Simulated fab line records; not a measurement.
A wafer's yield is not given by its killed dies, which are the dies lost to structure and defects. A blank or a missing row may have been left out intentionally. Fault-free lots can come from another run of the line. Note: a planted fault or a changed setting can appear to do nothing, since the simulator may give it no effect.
fab line records	flow sky130
record lots=24	wafers=72	last_day=50
route steps=708 shown VT_ADJUST_PCH@150 SONOS_ONO@185 POLY_GATE@229 LI_CONTACT@376 VIA1@478
lots that met no fault: taken from a fault-free run of the same line
start_h: the number of hours between the record's first day and the start of the first shown wafer of the lot	wait_h: hours elapsed since this lot's preceding step	" identical to the entry in the row above	L1.1+2: several wafers, shown together as one row	- value missing, or start not given	* or withheld: withheld	< > ~ a bound
route shown NAME@n: names a module that has steps shown in the file, with the first one's number in the route	usual: mean/standard deviation taken from wafers without a fault	same: alike in all rows	chamber/n: place in a boat	sites: per-site readings	_std_site: standard deviation across them	_edge_site: inner sites' mean taken away from outer sites' mean	radius_mm: how far each site lies from the wafer's centre	mask NAME#n: copy n	behind: tool/chamber where the wafer was last shaped	hold: why the lot went on hold/how many hours it stayed there/how the hold came to an end	device: names the non-switching transistor (n, p or np)	end of line: the route-end tests of the same wafers	a step given without rows: its recipe and nothing more	killed: not the wafer's yield, but the dies lost to structure and defects at the first sort	map: per-die view of a wafer (x killed, . not killed, _ where there is no die)
set.NAME: setting as actually run; set.NAME@STEP: the setting as run at that earlier step	model.NAME: the simulator's own value behind a step, which no gauge read
the route's steps for a sample of lots (tables are steps, rows are wafers)
services: a tool's chamber out of use, with start hour (start_h, from the record's first day; less than 0 if before it), hours out, and reason
## steps
# step SKY_VT_ADJUST_PCH_OVL_MEAS_07
# usual VT_ADJUST_PCH_OVL=1.2/1.5
lot.wafer	tool	chamber	start_h	wait_h	VT_ADJUST_PCH_OVL[nm]
L075.1	overlay-01	-	236.62	-	2.3
L075.4	"	-	"	"	1.9
L075.5	"	-	"	"	0.9
L074.3	overlay-01	-	237.79	-	-0.3
L074.4	"	-	"	"	2.2
L074.6	"	-	"	"	1.9
L076.1	overlay-02	-	241.99	-	-0.1
L076.4	"	-	"	"	1.3
L076.6	"	-	"	"	0.9
L077.2	overlay-02	-	243.12	-	0.9
L077.3	"	-	"	"	0.7
L077.6	"	-	"	"	1.3
L078.3	overlay-01	-	249.43	-	6.1
L078.4	"	-	"	"	3.8
L078.5	"	-	"	"	3.5
L079.1	overlay-01	-	260.69	-	1.9
L079.3	"	-	"	"	2.7
L079.5	"	-	"	"	1.5
L080.2	overlay-01	-	273.32	-	-0.1
L080.5	"	-	"	"	2.4
L080.6	"	-	"	"	1.0
L081.1	overlay-02	-	283.84	-	3.8
L081.2	"	-	"	"	2.1
L081.5	"	-	"	"	2.5
L082.4	overlay-01	-	294.61	-	1.0
L082.5	"	-	"	"	1.0
L082.6	"	-	"	"	-0.9
L083.1	overlay-01	-	304.03	-	2.2
L083.3	"	-	"	"	1.8
L083.5	"	-	"	"	1.0
L084.1	overlay-02	-	304.69	-	-1.3
L084.2	"	-	"	"	0.7
L084.6	"	-	"	"	-0.1
L085.1	overlay-02	-	318.43	-	-0.8
L085.2	"	-	"	"	-2.3
L085.3	"	-	"	"	-1.2
L086.1	overlay-02	-	322.39	-	-0.5
L086.4	"	-	"	"	-1.1
L086.6	"	-	"	"	0.4
L087.3	overlay-02	-	334.43	-	2.8
L087.5	"	-	"	"	-0.6
L087.6	"	-	"	"	1.5
L089.2	overlay-02	-	338.65	-	3.7
L089.3	"	-	"	"	0.4
L089.6	"	-	"	"	1.4
L088.1	overlay-01	-	338.78	-	0.8
L088.3	"	-	"	"	1.8
L088.4	"	-	"	"	1.8
L090.1	overlay-02	-	349.71	-	-0.2
L090.2	"	-	"	"	-0.4
L090.6	"	-	"	"	2.3
L091.1	overlay-01	-	353.11	-	2.7
L091.5	"	-	"	"	2.1
L091.6	"	-	"	"	2.9
L092.2	overlay-01	-	364.50	-	0.7
L092.4	"	-	"	"	-0.3
L092.6	"	-	"	"	1.7
L093.3	overlay-01	-	371.99	-	-1.3
L093.4	"	-	"	"	-0.1
L093.6	"	-	"	"	-1.7
L094.2	overlay-02	-	378.37	-	2.1
L094.3	"	-	"	"	0.6
L094.5	"	-	"	"	1.3
L095.2	overlay-01	-	380.87	-	3.0
L095.3	"	-	"	"	1.5
L095.5	"	-	"	"	2.2
L096.1	overlay-02	-	389.08	-	0.4
L096.3	"	-	"	"	3.2
L096.4	"	-	"	"	1.9
L097.1	overlay-01	-	399.58	-	1.4
L097.2	"	-	"	"	-0.8
L097.4	"	-	"	"	-0.8
# step SKY_SONOS_ONO_STRIP_17
# recipe chemistry=O2/N2	power_w=1400	pressure_mtorr=1500	platen_temp_c=withheld	o2_flow_sccm=3000	n2_flow_sccm=300	overash_fraction=0.5
# usual drypump_motor_current_A=5.5/0.39	oes_product_au=0.710/0.0048	strip_time_to_endpoint_s=14.10/0.051
lot.wafer	tool	chamber	start_h	wait_h	drypump_motor_current_A	oes_product_au	rf_hours_counter_h	strip_time_to_endpoint_s
L075.1	plasma_asher-01	1	291.66	0.0	4.7	0.703	62	14.08
L075.4	"	1	"	"	4.7	0.710	-	14.08
L075.5	"	1	"	"	4.7	0.711	-	14.05
L074.3	plasma_asher-04	0	292.48	0.0	5.6	0.704	-	14.21
L074.4	"	1	"	"	5.3	0.714	-	14.17
L074.6	"	1	"	"	5.3	0.712	-	14.17
L076.1	plasma_asher-04	0	297.61	0.0	5.5	0.711	18	14.17
L076.4	"	1	"	"	5.3	0.704	-	14.18
L076.6	"	1	"	"	5.3	0.711	-	14.16
L077.2	plasma_asher-02	0	297.71	0.0	6.1	0.716	48	14.11
L077.3	"	1	"	"	5.8	0.704	-	14.07
L077.6	"	0	"	"	6.1	0.708	-	14.11
L078.3	plasma_asher-01	1	305.29	0.0	4.7	0.711	-	14.11
L078.4	"	0	"	"	5.8	0.708	-	14.16
L078.5	"	1	"	"	4.8	0.709	-	14.13
L079.1	plasma_asher-04	0	315.81	0.0	5.5	0.713	19	14.13
L079.3	"	1	"	"	5.3	0.717	-	14.13
L079.5	"	0	"	"	5.6	0.711	-	14.14
L080.2	plasma_asher-04	1	329.51	0.0	5.3	0.709	21	14.11
L080.5	"	1	"	"	5.4	0.707	-	14.12
L080.6	"	0	"	"	5.5	0.711	-	14.12
L081.1	plasma_asher-01	0	339.35	0.0	5.8	0.706	67	14.03
L081.2	"	1	"	"	4.7	0.706	67	14.02
L081.5	"	1	"	"	4.7	0.714	-	14.01
L082.4	plasma_asher-02	0	353.45	0.0	6.1	0.712	-	14.13
L082.5	"	0	"	"	6.1	0.707	-	14.08
L082.6	"	1	"	"	5.8	0.714	-	14.11
L084.1	plasma_asher-01	1	365.11	0.0	4.8	0.716	70	14.15
L084.2	"	0	"	"	5.8	0.709	70	14.10
L084.6	"	0	"	"	5.8	0.715	-	14.12
L083.1	plasma_asher-04	0	365.20	0.0	5.6	0.714	24	14.08
L083.3	"	1	"	"	5.3	0.721	-	14.03
L083.5	"	1	"	"	5.3	0.710	-	14.13
L085.1	plasma_asher-01	0	377.14	0.0	5.9	0.715	71	14.19
L085.2	"	1	"	"	4.7	0.706	71	14.13
L085.3	"	1	"	"	4.7	0.706	-	14.18
L086.1	plasma_asher-04	1	384.76	0.0	5.3	0.713	26	14.03
L086.4	"	0	"	"	5.5	0.713	-	14.04
L086.6	"	1	"	"	5.3	0.713	-	14.09
L087.3	plasma_asher-04	1	394.40	0.0	5.4	0.706	-	14.06
L087.5	"	1	"	"	5.3	0.714	-	14.04
L087.6	"	0	"	"	5.6	0.701	-	14.05
L088.1	plasma_asher-02	1	399.49	0.0	5.8	0.707	58	14.07
L088.3	"	0	"	"	6.1	0.710	-	14.09
L088.4	"	1	"	"	5.8	0.703	-	14.06
L089.2	plasma_asher-04	1	399.95	0.0	5.3	0.713	28	14.11
L089.3	"	1	"	"	5.3	0.711	-	14.10
L089.6	"	1	"	"	5.3	0.716	-	14.14
L090.1	plasma_asher-04	0	412.05	0.0	5.6	0.713	29	14.17
L090.2	"	1	"	"	5.3	0.713	29	14.14
L090.6	"	0	"	"	5.5	0.717	-	14.17
L091.1	plasma_asher-04	1	415.76	0.0	5.3	0.710	29	14.01
L091.5	"	1	"	"	5.3	0.707	-	14.01
L091.6	"	0	"	"	5.6	0.708	-	13.96
L092.2	plasma_asher-01	0	427.09	0.0	5.9	0.710	76	14.10
L092.4	"	1	"	"	4.7	0.709	-	14.08
L092.6	"	0	"	"	5.8	0.705	-	14.09
L093.3	plasma_asher-04	0	437.75	0.0	5.5	0.702	-	14.11
L093.4	"	1	"	"	5.4	0.713	-	14.14
L093.6	"	0	"	"	5.5	0.707	-	14.11
L094.2	plasma_asher-02	1	443.31	0.0	5.8	0.715	62	14.11
L094.3	"	0	"	"	6.1	0.704	-	14.13
L094.5	"	0	"	"	6.1	0.707	-	14.16
L095.2	plasma_asher-02	0	445.10	0.0	6.1	0.714	63	14.16
L095.3	"	1	"	"	5.8	0.713	-	14.16
L095.5	"	0	"	"	6.1	0.714	-	14.12
L096.1	plasma_asher-04	0	463.44	0.0	5.5	0.710	34	14.06
L096.3	"	0	"	"	5.5	0.702	-	14.06
L096.4	"	1	"	"	5.3	0.709	-	14.07
L097.1	plasma_asher-02	1	467.80	0.0	5.8	0.708	65	14.11
L097.2	"	0	"	"	6.1	0.704	65	14.11
L097.4	"	0	"	"	6.1	0.710	-	14.11
# step SKY_POLY_GATE_ETCH_15
# recipe chemistry=N2/H2	target=BARC	ion_energy_ev=200	source_w=500	bias_w=100	pressure_mtorr=30	n2_flow_sccm=100	h2_flow_sccm=200	stop_on=SiO2	time_s=118.5	target_depth_a=1100
# usual bias_w=99.97/0.3	drypump_motor_current_A=5.6/0.49	h2_flow_sccm=200.1/0.58	oes_product_au=0.716/0.0046	throttle_valve_pct=13.213/0.0088
lot.wafer	tool	chamber	start_h	wait_h	bias_w	drypump_motor_current_A	h2_flow_sccm	oes_product_au	rf_hours_counter_h	throttle_valve_pct
L075.1	rie_diel-03	1	382.25	0.0	99.79	5.8	200.5	0.715	7	13.208
L075.4	"	2	"	"	99.87	5.1	200.5	0.712	33	13.204
L075.5	"	3	"	"	100.27	5.1	200.0	0.719	-	13.213
L074.3	rie_diel-03	0	382.67	0.0	100.80	5.7	200.5	0.721	11	13.207
L074.4	"	3	"	"	99.77	5.1	200.7	0.717	103	13.220
L074.6	"	2	"	"	100.26	5.1	200.3	0.714	-	13.204
L076.1	rie_diel-03	2	386.32	0.0	100.26	5.1	200.1	0.717	33	13.207
L076.4	"	1	"	"	100.32	5.8	200.5	0.714	7	13.203
L076.6	"	2	"	"	99.96	5.1	200.1	0.710	-	13.217
L077.2	rie_diel-01	2	389.65	0.0	99.82	4.7	200.7	0.715	41	13.211
L077.3	"	0	"	"	100.27	5.7	200.6	0.715	25	13.221
L077.6	"	3	"	"	99.83	6.2	200.5	0.715	-	13.219
L078.3	rie_diel-03	2	394.40	0.0	100.17	5.1	199.5	0.720	34	13.201
L078.4	"	3	"	"	100.12	5.1	200.3	0.715	104	13.204
L078.5	"	0	"	"	99.84	5.7	199.8	0.721	-	13.222
L079.1	rie_diel-03	2	407.56	0.0	100.35	5.1	200.3	0.709	34	13.211
L079.3	"	3	"	"	100.00	5.1	199.9	0.716	104	13.215
L079.5	"	2	"	"	100.11	5.1	199.6	0.713	-	13.212
L080.2	rie_diel-01	2	422.10	0.0	100.04	4.7	200.0	0.705	42	13.217
L080.5	"	1	"	"	99.73	6.4	200.2	0.715	-	13.202
L080.6	"	2	"	"	100.21	4.7	200.4	0.712	-	13.210
L081.1	rie_diel-04	3	435.70	0.0	99.79	6.7	200.7	0.713	5	13.216
L081.2	"	0	"	"	99.83	5.6	199.7	0.710	64	13.215
L081.5	"	0	"	"	99.66	5.6	200.7	0.719	-	13.223
L082.4	rie_diel-01	3	448.66	0.0	100.27	6.2	200.5	0.714	0	13.220
L082.5	"	3	"	"	99.56	6.2	199.5	0.717	-	13.211
L082.6	"	2	"	"	99.87	4.7	200.2	0.722	-	13.213
L084.1	rie_diel-04	2	464.17	0.0	99.92	5.6	200.4	0.710	83	13.221
L084.2	"	3	"	"	100.57	6.7	200.1	0.721	6	13.215
L084.6	"	2	"	"	99.94	5.6	200.3	0.715	-	13.198
L083.1	rie_diel-01	1	465.52	0.0	99.86	6.4	199.0	0.716	6	13.229
L083.3	"	2	"	"	100.32	4.7	200.0	0.724	42	13.217
L083.5	"	2	"	"	100.16	4.7	200.0	0.713	-	13.208
L085.1	rie_diel-03	1	475.06	0.0	99.46	5.8	199.7	0.719	9	13.203
L085.2	"	2	"	"	100.46	5.1	199.8	0.720	35	13.213
L085.3	"	0	"	"	99.56	5.7	200.5	0.717	12	13.210
L086.1	rie_diel-03	0	481.60	0.0	100.23	5.7	200.1	0.725	13	13.216
L086.4	"	1	"	"	99.89	5.8	199.6	0.712	9	13.223
L086.6	"	1	"	"	100.25	5.8	199.7	0.720	-	13.236
L087.3	rie_diel-03	0	494.40	0.0	99.69	5.7	199.2	0.719	13	13.221
L087.5	"	1	"	"	100.12	5.8	200.1	0.712	-	13.205
L087.6	"	0	"	"	99.70	5.7	200.4	0.709	-	13.210
L088.1	rie_diel-04	3	500.02	0.0	99.71	6.7	200.8	0.720	7	13.230
L088.3	"	0	"	"	100.00	5.6	199.4	0.722	65	13.204
L088.4	"	2	"	"	99.93	5.6	200.8	0.717	84	13.206
L089.2	rie_diel-03	0	501.32	0.0	99.95	5.7	199.9	0.709	13	13.191
L089.3	"	2	"	"	99.63	5.1	199.8	0.718	36	13.228
L089.6	"	1	"	"	99.88	5.8	200.1	0.707	-	13.231
L090.1	rie_diel-04	3	511.82	0.0	99.87	6.7	199.3	0.714	8	13.209
L090.2	"	2	"	"	100.34	5.6	199.7	0.710	85	13.218
L090.6	"	3	"	"	99.97	6.6	199.7	0.717	-	13.213
L091.1	rie_diel-03	3	517.55	0.0	100.07	5.1	200.9	0.714	1	13.210
L091.5	"	1	"	"	99.77	5.8	199.5	0.714	-	13.209
L091.6	"	3	"	"	100.13	5.1	200.8	0.715	-	13.202
L092.2	rie_diel-04	0	526.35	0.0	99.79	5.6	200.1	0.712	66	13.214
L092.4	"	1	"	"	100.74	5.6	199.7	0.717	8	13.201
L092.6	"	1	"	"	100.01	5.6	200.2	0.708	-	13.208
L093.3	rie_diel-03	2	538.12	0.0	100.42	5.1	199.7	0.717	36	13.221
L093.4	"	0	"	"	99.74	5.7	199.0	0.712	14	13.218
L093.6	"	0	"	"	99.54	5.7	200.1	0.727	-	13.214
L094.2	rie_diel-03	1	541.06	0.0	100.09	5.8	200.3	0.717	10	13.227
L094.3	"	2	"	"	98.97	5.1	199.5	0.728	36	13.223
L094.5	"	3	"	"	100.33	5.1	198.8	0.715	-	13.206
L095.2	rie_diel-03	3	545.35	0.0	100.26	5.1	200.2	0.719	2	13.223
L095.3	"	0	"	"	100.36	5.7	200.3	0.713	14	13.201
L095.5	"	2	"	"	100.03	5.1	200.7	0.716	-	13.204
L096.1	rie_diel-04	1	562.27	0.0	100.38	5.5	199.7	0.717	9	13.214
L096.3	"	2	"	"	100.36	5.6	200.1	0.716	0	13.202
L096.4	"	0	"	"	99.94	5.6	200.1	0.717	66	13.226
L097.1	rie_diel-03	2	567.95	0.0	99.78	5.1	199.9	0.715	37	13.210
L097.2	"	1	"	"	99.62	5.8	200.0	0.706	11	13.213
L097.4	"	3	"	"	99.54	5.1	198.8	0.713	2	13.217
# step SKY_LI_CONTACT_ETCH_14
# recipe chemistry=N2/H2	target=BARC	ion_energy_ev=200	source_w=500	bias_w=100	pressure_mtorr=30	n2_flow_sccm=100	h2_flow_sccm=200	stop_on=SiO2	time_s=45.9	target_depth_a=600
# usual bias_w=100.0/0.31	drypump_motor_current_A=5.9/0.47	h2_flow_sccm=200.0/0.59	oes_product_au=0.855/0.005	throttle_valve_pct=13.224/0.0086
lot.wafer	tool	chamber	start_h	wait_h	bias_w	drypump_motor_current_A	h2_flow_sccm	oes_product_au	rf_hours_counter_h	throttle_valve_pct
L075.1	rie_diel-02	1	688.86	0.0	99.7	6.3	199.8	0.853	6	13.220
L075.4	"	2	"	"	99.6	6.0	199.3	0.861	-	13.219
L075.5	"	2	"	"	100.4	6.0	200.5	0.865	-	13.230
L074.3	rie_diel-01	2	691.49	0.0	99.9	4.7	200.3	0.866	46	13.220
L074.4	"	1	"	"	99.7	6.4	199.6	0.857	9	13.211
L074.6	"	2	"	"	99.8	4.7	199.7	0.855	-	13.226
L076.1	rie_diel-02	0	696.62	0.0	99.9	5.8	200.2	0.847	0	13.224
L076.4	"	2	"	"	99.6	6.0	199.8	0.856	-	13.220
L076.6	"	0	"	"	99.8	5.9	199.8	0.853	-	13.219
L077.2	rie_diel-01	3	697.92	0.0	100.2	6.2	199.9	0.853	5	13.221
L077.3	"	2	"	"	100.1	4.7	200.1	0.855	46	13.220
L077.6	"	1	"	"	99.9	6.4	200.6	0.864	-	13.229
L078.3	rie_diel-01	2	703.46	0.0	100.1	4.7	199.8	0.859	47	13.216
L078.4	"	1	"	"	100.0	6.4	200.2	0.854	10	13.233
L078.5	"	1	"	"	99.8	6.4	200.7	0.849	-	13.228
L079.1	rie_diel-03	0	716.89	0.0	100.6	5.7	200.4	0.855	19	13.236
L079.3	"	3	"	"	100.8	5.1	201.0	0.861	5	13.219
L079.5	"	0	"	"	100.8	5.7	199.7	0.853	-	13.234
L080.2	rie_diel-02	0	729.27	0.0	99.8	5.9	200.1	0.855	1	13.225
L080.5	"	2	"	"	100.1	6.0	198.6	0.854	-	13.235
L080.6	"	3	"	"	100.1	6.0	199.7	0.849	-	13.228
L081.1	rie_diel-02	3	740.79	0.0	100.4	6.0	199.7	0.856	1	13.210
L081.2	"	0	"	"	100.1	5.8	199.7	0.850	1	13.217
L081.5	"	2	"	"	100.4	6.0	200.2	0.858	-	13.231
L082.4	rie_diel-01	1	752.74	0.0	100.3	6.4	199.1	0.857	-	13.241
L082.5	"	3	"	"	100.2	6.2	200.5	0.856	-	13.234
L082.6	"	0	"	"	100.5	5.8	201.0	0.854	-	13.224
L084.1	rie_diel-01	1	765.34	0.0	99.7	6.4	199.6	0.863	12	13.222
L084.2	"	0	"	"	100.3	5.8	199.0	0.851	32	13.222
L084.6	"	1	"	"	100.1	6.4	200.1	0.858	-	13.223
L083.1	rie_diel-02	0	771.89	0.0	99.6	5.8	199.2	0.854	2	13.226
L083.3	"	2	"	"	99.8	6.0	200.3	0.858	5	13.220
L083.5	"	1	"	"	99.5	6.3	200.3	0.853	-	13.226
L085.1	rie_diel-02	0	776.02	0.0	100.2	5.9	199.8	0.858	2	13.218
L085.2	"	2	"	"	100.2	6.0	199.3	0.865	5	13.223
L085.3	"	3	"	"	99.8	6.0	200.6	0.857	2	13.223
L086.1	rie_diel-02	1	782.04	0.0	100.2	6.3	199.8	0.854	8	13.230
L086.4	"	3	"	"	100.1	6.0	200.7	0.858	2	13.221
L086.6	"	2	"	"	100.6	6.0	199.8	0.855	-	13.234
L087.3	rie_diel-02	1	793.64	0.0	100.6	6.3	200.0	0.855	9	13.226
L087.5	"	0	"	"	100.0	5.8	198.6	0.859	-	13.219
L087.6	"	1	"	"	100.2	6.3	200.8	0.853	-	13.223
L088.1	rie_diel-01	1	798.24	0.0	99.6	6.5	199.6	0.843	13	13.226
L088.3	"	0	"	"	100.3	5.8	199.8	0.854	34	13.212
L088.4	"	2	"	"	100.2	4.7	199.4	0.852	1	13.221
L089.2	rie_diel-02	1	799.77	0.0	99.9	6.3	199.4	0.856	9	13.226
L089.3	"	2	"	"	100.2	6.0	201.0	0.861	6	13.221
L089.6	"	2	"	"	99.9	6.0	199.6	0.856	-	13.210
L090.1	rie_diel-01	2	811.22	0.0	100.0	4.7	199.4	0.864	2	13.223
L090.2	"	1	"	"	100.0	6.4	199.3	0.855	14	13.210
L090.6	"	2	"	"	99.5	4.7	199.6	0.846	-	13.233
L091.1	rie_diel-02	2	815.77	0.0	99.7	6.0	200.0	0.861	7	13.214
L091.5	"	1	"	"	100.0	6.3	200.5	0.849	-	13.216
L091.6	"	2	"	"	99.5	6.0	199.6	0.860	-	13.212
L092.2	rie_diel-01	3	820.71	0.0	100.5	6.2	200.7	0.856	10	13.216
L092.4	"	1	"	"	100.0	6.4	199.0	0.864	-	13.219
L092.6	"	3	"	"	100.7	6.2	199.3	0.856	-	13.213
L093.3	rie_diel-02	1	831.19	0.0	100.1	6.3	200.1	0.853	10	13.231
L093.4	"	3	"	"	100.0	6.0	199.7	0.847	3	13.238
L093.6	"	3	"	"	100.4	6.0	200.2	0.851	-	13.227
L094.2	rie_diel-03	0	833.44	0.0	99.6	5.7	200.0	0.855	20	13.218
L094.3	"	3	"	"	100.0	5.1	200.3	0.856	7	13.228
L094.5	"	0	"	"	100.2	5.7	200.0	0.853	-	13.208
L095.2	rie_diel-01	3	838.12	0.0	99.9	6.2	199.9	0.860	11	13.236
L095.3	"	1	"	"	99.9	6.4	200.0	0.859	16	13.222
L095.5	"	1	"	"	99.8	6.4	200.0	0.857	-	13.214
L096.1	rie_diel-01	2	851.14	0.0	100.2	4.7	200.2	0.850	4	13.228
L096.3	"	0	"	"	100.0	5.8	199.8	0.849	0	13.236
L096.4	"	0	"	"	100.1	5.8	198.8	0.858	-	13.229
L097.1	rie_diel-02	0	855.57	0.0	100.1	5.9	200.3	0.849	4	13.229
L097.2	"	3	"	"	99.8	6.0	199.1	0.854	4	13.217
L097.4	"	0	"	"	100.5	5.8	199.2	0.852	-	13.215
# step SKY_LI_CONTACT_CVD_21
# recipe material=W	target_thk_nm=400	time_s=120.56	temp_c=400	pressure_torr=40
# usual heater_power_w=797/76
lot.wafer	tool	chamber	start_h	wait_h	heater_power_w
L075.1	cvd_w-01	1	689.49	0.0	883
L075.4	"	0	"	"	831
L075.5	"	1	"	"	873
L074.3	cvd_w-02	1	692.10	0.1	815
L074.4	"	0	"	"	665
L074.6	"	1	"	"	810
L076.1	cvd_w-02	0	697.20	0.0	660
L076.4	"	0	"	"	670
L076.6	"	1	"	"	846
L077.2	cvd_w-02	0	698.50	0.0	672
L077.3	"	0	"	"	673
L077.6	"	0	"	"	672
L078.3	cvd_w-01	0	704.06	0.1	815
L078.4	"	1	"	"	871
L078.5	"	0	"	"	801
L079.1	cvd_w-01	0	717.45	0.0	793
L079.3	"	1	"	"	878
L079.5	"	0	"	"	805
L080.2	cvd_w-02	1	729.83	0.0	832
L080.5	"	0	"	"	660
L080.6	"	1	"	"	803
L081.1	cvd_w-01	0	741.35	0.0	817
L081.2	"	1	"	"	888
L081.5	"	1	"	"	872
L082.4	cvd_w-01	1	753.32	0.1	883
L082.5	"	0	"	"	834
L082.6	"	1	"	"	865
L084.1	cvd_w-01	1	765.90	0.0	889
L084.2	"	0	"	"	822
L084.6	"	0	"	"	820
L083.1	cvd_w-01	0	772.45	0.0	813
L083.3	"	1	"	"	896
L083.5	"	0	"	"	823
L085.1	cvd_w-02	0	776.58	0.0	695
L085.2	"	1	"	"	804
L085.3	"	0	"	"	659
L086.1	cvd_w-02	0	782.64	0.0	670
L086.4	"	1	"	"	814
L086.6	"	0	"	"	675
L087.3	cvd_w-01	1	794.24	0.1	864
L087.5	"	0	"	"	810
L087.6	"	1	"	"	870
L088.1	cvd_w-02	1	798.80	0.0	812
L088.3	"	0	"	"	661
L088.4	"	1	"	"	819
L089.2	cvd_w-02	1	800.33	0.0	814
L089.3	"	0	"	"	691
L089.6	"	1	"	"	825
L090.1	cvd_w-01	1	811.78	0.0	889
L090.2	"	0	"	"	799
L090.6	"	0	"	"	799
L091.1	cvd_w-01	0	816.33	0.0	816
L091.5	"	1	"	"	856
L091.6	"	0	"	"	827
L092.2	cvd_w-02	1	821.26	0.0	823
L092.4	"	1	"	"	824
L092.6	"	1	"	"	820
L093.3	cvd_w-02	1	831.80	0.1	827
L093.4	"	0	"	"	685
L093.6	"	0	"	"	686
L094.2	cvd_w-01	0	834.00	0.0	805
L094.3	"	1	"	"	862
L094.5	"	0	"	"	806
L095.2	cvd_w-01	1	838.68	0.0	884
L095.3	"	1	"	"	856
L095.5	"	1	"	"	877
L096.1	cvd_w-02	0	851.70	0.0	714
L096.3	"	0	"	"	673
L096.4	"	0	"	"	680
L097.1	cvd_w-01	0	856.13	0.0	841
L097.2	"	1	"	"	864
L097.4	"	0	"	"	821
# step SKY_VIA1_SPUTTER_20
# recipe material=TiN	target_thk_nm=20	chamber_pressure_pa=5	power_w=4000	time_s=80
# usual throttle_valve_pct=29.8/1.5
lot.wafer	tool	chamber	start_h	wait_h	throttle_valve_pct
L075.1	pvd_sputter-04	-	806.85	0.0	31.2
L075.4	"	-	"	"	30.8
L075.5	"	-	"	"	33.1
L074.3	pvd_sputter-02	-	808.97	0.0	30.3
L074.4	"	-	"	"	26.8
L074.6	"	-	"	"	29.4
L076.1	pvd_sputter-02	-	814.59	0.0	27.0
L076.4	"	-	"	"	30.4
L076.6	"	-	"	"	30.5
L077.2	pvd_sputter-03	-	815.81	0.0	30.5
L077.3	"	-	"	"	28.3
L077.6	"	-	"	"	30.7
L078.3	pvd_sputter-03	-	821.08	0.0	29.5
L078.4	"	-	"	"	28.4
L078.5	"	-	"	"	30.6
L079.1	pvd_sputter-02	-	830.77	0.0	30.5
L079.3	"	-	"	"	26.8
L079.5	"	-	"	"	30.4
L080.2	pvd_sputter-02	-	844.00	0.0	29.4
L080.5	"	-	"	"	31.5
L080.6	"	-	"	"	30.3
L081.1	pvd_sputter-03	-	854.14	0.0	29.1
L081.2	"	-	"	"	29.7
L081.5	"	-	"	"	28.1
L082.4	pvd_sputter-02	-	864.39	0.0	31.3
L082.5	"	-	"	"	29.0
L082.6	"	-	"	"	27.0
L084.1	pvd_sputter-04	-	876.47	0.0	33.1
L084.2	"	-	"	"	31.5
L084.6	"	-	"	"	31.6
L083.1	pvd_sputter-03	-	882.59	0.0	28.3
L083.3	"	-	"	"	30.5
L083.5	"	-	"	"	30.5
L085.1	pvd_sputter-02	-	885.25	0.0	31.8
L085.2	"	-	"	"	30.6
L085.3	"	-	"	"	29.2
L086.1	pvd_sputter-04	-	891.75	0.0	30.8
L086.4	"	-	"	"	29.0
L086.6	"	-	"	"	31.1
L087.3	pvd_sputter-02	-	901.86	0.0	30.3
L087.5	"	-	"	"	30.2
L087.6	"	-	"	"	31.2
L088.1	pvd_sputter-02	-	907.32	0.0	27.0
L088.3	"	-	"	"	29.4
L088.4	"	-	"	"	31.3
L089.2	pvd_sputter-03	-	908.89	0.0	28.4
L089.3	"	-	"	"	30.7
L089.6	"	-	"	"	29.1
L090.1	pvd_sputter-03	-	919.22	0.0	30.7
L090.2	"	-	"	"	29.3
L090.6	"	-	"	"	29.3
L091.1	pvd_sputter-03	-	923.11	0.0	28.2
L091.5	"	-	"	"	29.7
L091.6	"	-	"	"	28.3
L092.2	pvd_sputter-03	-	926.29	0.0	28.2
L092.4	"	-	"	"	29.1
L092.6	"	-	"	"	29.6
L093.3	pvd_sputter-03	-	936.87	0.0	30.8
L093.4	"	-	"	"	29.2
L093.6	"	-	"	"	29.2
L094.2	pvd_sputter-04	-	938.46	0.0	30.8
L094.3	"	-	"	"	33.4
L094.5	"	-	"	"	33.3
L095.2	pvd_sputter-03	-	944.86	0.0	30.7
L095.3	"	-	"	"	29.6
L095.5	"	-	"	"	29.3
L096.1	pvd_sputter-02	-	957.02	0.0	26.8
L096.3	"	-	"	"	30.4
L096.4	"	-	"	"	31.4
L097.1	pvd_sputter-02	-	961.24	0.0	26.9
L097.2	"	-	"	"	31.3
L097.4	"	-	"	"	30.5
## services
tool	chamber	start_h	hours	kind
rie_diel-03	3	275.55	5.8	repair
rie_diel-01	0	317.16	5.0	repair
rie_diel-01	0	328.46	5.5	repair
rie_diel-03	-	349.93	2.8	pm
rie_diel-01	2	354.20	2.8	repair
rie_diel-03	2	426.35	4.7	repair
rie_diel-03	-	427.10	0.7	repair
rie_diel-03	-	440.56	14.6	pm
rie_diel-01	-	479.23	14.6	pm
rie_diel-03	-	490.14	0.7	repair
rie_diel-01	-	496.16	1.4	repair
rie_diel-03	0	503.83	1.9	repair
rie_diel-03	2	516.52	2.2	repair
rie_diel-01	2	579.65	8.0	repair
rie_diel-03	3	591.33	13.9	repair
rie_diel-03	2	619.73	2.7	repair
rie_diel-01	3	643.88	5.3	repair
rie_diel-03	2	657.39	8.2	repair
rie_diel-03	-	751.81	76.0	repair
rie_diel-03	-	804.10	0.6	repair
rie_diel-03	0	837.87	2.5	repair
rie_diel-03	1	909.01	7.3	repair
rie_diel-03	0	919.46	7.2	repair
rie_diel-03	2	947.79	2.4	repair
## key
fault none
